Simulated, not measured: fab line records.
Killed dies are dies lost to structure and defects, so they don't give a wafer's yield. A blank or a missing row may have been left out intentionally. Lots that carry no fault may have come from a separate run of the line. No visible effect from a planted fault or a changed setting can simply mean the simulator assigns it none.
Problem report in the 8D (eight disciplines) form, filled by code -- flow gf180mcu -- the parts of the form that need people (team, actions taken, sign-off) are left out

== 1. WHAT IS WRONG ==
NSD_RS at GF_PSD_RS_MEAS_14 reads a mean of 42.66 ohm/sq on 6 wafers of 2 lots; wafers without a fault read 46.09 ohm/sq with a standard deviation of 0.072. That puts it -48 standard deviations away from the usual mean.
The step: measures by four-point-probe.
First seen on wafer L330.1, day 19 01:02, on film metro-01. The record holds 39 wafers of 13 lots with a number at this step. By rule, "out" or "out of limits" means more than 4 standard deviations away from the usual mean. All remaining wafers that have a number are taken as sound.

== 2. WHAT IT IS, WHAT IT ISN'T ==
question,is,is not
which readings at this step,NSD_RS,-
which lots,"L330, L331","L320, L322, L324, L326, L332, L333, L334, L336, L337, L338, L340"
which wafers of those lots,all that have a number,-
read on which gauges,"film metro-01, film metro-03",film metro-02
when,from day 19 01:02,"up to then (12 sound wafers); but 21 sound wafers of L332, L333, L334, L336, L337, L338, L340 came after"

== 3. SUSPECTS, AND WHAT RULES EACH OUT ==
Counting: a tool stays on the suspect list if, at a process step up to the reading, it processed all lots that are out and no sound lot following the first of them.
- the gauge at GF_PSD_RS_MEAS_14 is ruled out. 2 gauges (film metro-01, film metro-03) read the wafers that are out.
- rtp anneal-01 at GF_PSD_RTA_13 (time 20 s): ruled out as a lasting fault. Sound lots L338, L340 ran on it after its first lot that is out, L330 (day 19 00:58).
Left after counting: nothing in the record.

== 4. THE CAUSE (what the simulator had put in) ==
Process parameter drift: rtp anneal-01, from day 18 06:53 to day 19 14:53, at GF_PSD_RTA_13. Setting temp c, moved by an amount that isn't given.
It was ruled out by counting, in error; the rule expects a fault to strike all lots run on its tool from its start on, and this fault did not.

== 5. THE EFFECT CHAIN, in route order ==
Rows list readings where the struck wafers' mean (over those with a number) sits beyond 3 standard deviations from the usual. Scope: only readings with a usual standard deviation given in the record; hours: median across lots of the time from each lot's start at the first step in this table that gives one to its start at this step; sigmas: change in usual standard deviations.
hours,step,reading,usual,on struck wafers,change,sigmas
0,GF_PSD_RTA_13,wafer_temp_C_max,1028.8,1052.9,+24.1,+29
0,GF_PSD_RS_MEAS_14,NSD_RS,46.09 ohm/sq,42.66,-3.43,-48
0,GF_PSD_RS_MEAS_15,PSD_RS,108.45 ohm/sq,98.53,-9.92,-38
Process steps it contains:
- GF_PSD_RTA_13: time 20 s.
At these later measuring or inspecting steps, every struck wafer for which the step has a row has a number for every such reading, and none has moved that far: GF_V3_CD_MEAS_14, GF_V3_THK_MEAS_25.

== 6. HOW IT WOULD HAVE BEEN CAUGHT EARLIER ==
18 hours passed between the start of the fault at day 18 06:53 and the first reading out of limits at a measuring or inspecting step in this record, taken at day 19 01:02.
At GF_PSD_RTA_13, the tool's own readings (wafer_temp_C_max) were out on each struck wafer the step has a row for, so an alarm limit on them would have fired on the first such wafer.
